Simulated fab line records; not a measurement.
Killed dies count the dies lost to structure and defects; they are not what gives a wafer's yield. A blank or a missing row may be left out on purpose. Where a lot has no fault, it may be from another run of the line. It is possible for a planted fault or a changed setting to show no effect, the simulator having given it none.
The tool behind it: which one? | flow sky130 | 7 lots with 21 wafers sampled at 4 steps, on a route of 708 steps

WHAT EACH GAUGE READ, for each wafer
SKY_CAPM_RS_MEAS_03: a four-point-probe measurement.
lot  | measured     | on           | CAPM_TIN_RS (ohm/sq)
L481 | day 37 19:04 | filmMetro-03 | 6.84 6.95 6.85
L484 | day 38 13:54 | filmMetro-03 | 6.94 6.88 7.00
L486 | day 39 06:10 | filmMetro-01 | 7.04 6.83 7.01
L488 | day 39 23:42 | filmMetro-01 | 6.85 10.65 6.90
L492 | day 40 19:01 | filmMetro-01 | 10.51 6.91 7.08
L497 | day 42 09:01 | filmMetro-02 | 6.98 7.08 7.11
L500 | day 43 00:08 | filmMetro-02 | 6.99 7.10 7.07

WHICH TOOL RAN EACH LOT (tool, then ch and the chambers of the sampled wafers, then the start)
lot  | SKY_VIA2_SPUTTER_20         | SKY_METAL3_SPUTTER_03       | SKY_CAPM_SPUTTER_02
L481 | pvdSputter-03, day 37 18:02 | pvdSputter-03, day 37 18:47 | pvdSputter-01, day 37 18:56
L484 | pvdSputter-03, day 38 12:52 | pvdSputter-04, day 38 13:37 | pvdSputter-02, day 38 13:46
L486 | pvdSputter-01, day 39 05:08 | pvdSputter-02, day 39 05:54 | pvdSputter-01, day 39 06:03
L488 | pvdSputter-01, day 39 22:41 | pvdSputter-03, day 39 23:26 | pvdSputter-01, day 39 23:35
L492 | pvdSputter-02, day 40 17:58 | pvdSputter-03, day 40 18:43 | pvdSputter-01, day 40 18:53
L497 | pvdSputter-03, day 42 07:58 | pvdSputter-02, day 42 08:43 | pvdSputter-04, day 42 08:53
L500 | pvdSputter-01, day 42 23:07 | pvdSputter-03, day 42 23:52 | pvdSputter-04, day 43 00:02
- SKY_VIA2_SPUTTER_20: material TiN, target thk 20 nm, time 80 s.
- SKY_METAL3_SPUTTER_03: material Ti, target thk 5 nm, time 3.3 s.
- SKY_CAPM_SPUTTER_02: material TiN, target thk 200 nm, time 166.7 s.

THE ANSWER, worked out from the rows above alone
Rule: what is usual is taken from the lots themselves. Put in order of their means at a reading, lots are off if they are a third of the lots or fewer, leave a main group of 4 or more, and stand apart from it by a gap of 3 or more times the standard deviation of the main group's means; of several such gaps the widest counts. If all means in a main group match to the digits the tables above print for the reading, that group is not used. A lot without any number at a reading at which 4 lots or more have one is off too. The other lots that the step has rows for count as sound.
Off: L488, L492, at SKY_CAPM_RS_MEAS_03 (CAPM_TIN_RS). The main group has a mean of 6.98 ohm/sq with a standard deviation of 0.068.
If a tool, at a process step before that reading, ran all the lots that are off and no sound lot after the first of them, it fits. The gauges at SKY_CAPM_RS_MEAS_03 are tried like those tools. Undecided on this evidence; 2 tools fit (pvdSputter-01 at SKY_CAPM_SPUTTER_02, filmMetro-01 at SKY_CAPM_RS_MEAS_03).

WHAT HAD BEEN PUT IN BY THE SIMULATOR
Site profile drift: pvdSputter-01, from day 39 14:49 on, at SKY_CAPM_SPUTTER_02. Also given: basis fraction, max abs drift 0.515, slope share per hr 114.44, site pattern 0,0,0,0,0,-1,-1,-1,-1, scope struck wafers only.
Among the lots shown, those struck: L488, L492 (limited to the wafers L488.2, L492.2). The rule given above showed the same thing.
